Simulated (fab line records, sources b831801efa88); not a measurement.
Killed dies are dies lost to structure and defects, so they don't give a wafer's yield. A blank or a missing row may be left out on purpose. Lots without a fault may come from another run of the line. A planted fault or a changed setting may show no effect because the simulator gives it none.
Chamber matching | flow gf180mcu | GF_V4_ETCH_16 on rie_diel-02: 4 sister chambers
The step etches BARC in N2/H2. 4 wafers are shown with their chamber, then 7 later ones without.

WAFERS WITH THEIR CHAMBER
wafer  | chamber | throttle_valve_pct (%)
L995.1 | 0       | 13.227
L995.3 | 1       | 13.231
L996.1 | 3       | 13.229
L996.3 | 2       | 13.227

WAFERS WITHOUT THEIR CHAMBER
wafer  | throttle_valve_pct (%)
L996.5 | 13.219
L998.4 | 13.227
L998.5 | 13.222
L998.6 | 13.227
L104.1 | 13.230
L104.5 | 13.232
L104.6 | 13.224

WHICH CHAMBER EACH WENT THROUGH
wafer  | from the rows above               | in truth
L996.5 | can't be placed: 0 or 2 or 3 or 1 | 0
L998.4 | can't be placed: 0 or 2 or 3 or 1 | 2
L998.5 | can't be placed: 0 or 2 or 3 or 1 | 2
L998.6 | can't be placed: 0 or 2 or 3 or 1 | 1
L104.1 | can't be placed: 1 or 3 or 0 or 2 | 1
L104.5 | can't be placed: 1 or 3 or 0 or 2 | 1
L104.6 | can't be placed: 0 or 2 or 3 or 1 | 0
Placed correctly: 0 of 7. Can't be placed from these rows: 7 (the true chamber is among the candidates in 7). Placed wrongly: 0.
How it was worked out, from the rows above alone: a wafer's distance from a chamber is the root of the sum, over the readings, of the square of ((its reading less the chamber's mean) divided by the reading's scatter). The wafer belongs to the nearest chamber; if the next one is less than 2 further off, it can't be placed. A chamber's mean is the mean of its shown wafers. The scatter: with one shown wafer a chamber, the root of the mean of the squares of how far each hidden wafer lies from its nearest shown one.
